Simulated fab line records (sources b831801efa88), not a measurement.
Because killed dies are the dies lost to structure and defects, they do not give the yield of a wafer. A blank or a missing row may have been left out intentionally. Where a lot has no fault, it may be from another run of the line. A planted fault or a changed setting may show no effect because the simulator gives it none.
2 desks looking at one fault -- flow gf180mcu -- every desk sees just its own numbers, and what lay behind them comes last

THE METROLOGY DESK
Means of the sampled wafers that have a number, per lot and without regard to the tool the lot ran on: this is what the gauges read. Marked OUT: a lot whose mean sits more than 4 standard deviations from the usual mean, which makes it out of limits; the brackets give that distance.
Columns: A = DUAL_GATE_OVL at GF_DUAL_GATE_OVL_MEAS_11, usual 0.1 nm; B = POLY_GATE_OXIDATION_THK at GF_POLY_GATE_THK_MEAS_17, usual 3.98 nm; C = cdNm at GF_PSD_CD_MEAS_07, usual 400.1 nm
lot,first seen here,A,B,C
L649,day 8 08:28,-0.5,4.01,400.5
L653,day 9 13:19,0.6,3.96,396.5
L654,day 9 19:10,1.0,3.94,400.6
L655,day 10 08:06,-0.3,4.02,395.8
L656,day 10 12:00,2.8,4.07,398.9
L657,day 10 17:13,1.3,3.87,400.2
L660,day 11 16:18,-0.8,4.07,402.9
L662,day 12 03:00,0.6,3.94,398.2
L664,day 12 22:25,0.4,3.96,387.4 (-4.9) OUT
L667,day 13 13:04,-0.2,4.06,393.2
L669,day 14 07:01,-0.6,3.93,397.0
This desk finds L664 out of limits, L664 being first, at day 19 19:10 (cdNm at GF_PSD_CD_MEAS_07). L649, L653, L654, L655, L656, L657, L660, L662, L667, L669: within limits.

THE TOOL OWNER'S DESK: lithoTrack-04
The tool's own readings at GF_PSD_COAT_02 (resist thk 1000 nm): means of the sampled wafers that have a number, for each lot that ran on this tool. Marked OUT: a lot whose mean sits more than 4 standard deviations from the usual mean, which makes it out of limits; the brackets give that distance.
Columns: A = spinSpeedRpm at GF_PSD_COAT_02, usual 3000.2 rpm
lot,first seen here,A
L655,day 16 05:16,2998.1
L657,day 16 18:04,2999.6
L662,day 18 11:13,3002.0
L664,day 19 06:34,2397.8 (-99 or more) OUT
L667,day 20 02:47,2396.0 (-99 or more) OUT
This desk finds L664, L667 out of limits, L664 being first, at day 19 06:34 (spinSpeedRpm at GF_PSD_COAT_02). L655, L657, L662: within limits.

ALL TOGETHER
An alarm could have come from the tool owner's desk at day 19 06:34, on L664, L667.
Metrology desk: alarm possible at day 19 19:10 on L664.
The metrology desk holds a record of L667, inside its limits.
Of the lots named, all ran GF_PSD_COAT_02 on lithoTrack-04.

WHAT HAD BEEN PUT IN BY THE SIMULATOR
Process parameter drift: lithoTrack-04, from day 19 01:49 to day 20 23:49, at GF_PSD_COAT_02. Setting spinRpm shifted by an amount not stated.
Struck lots among those shown: L664, L667.
Fault start to first reading out of limits, in hours, per desk: tool owner, 5; metrology, 17.
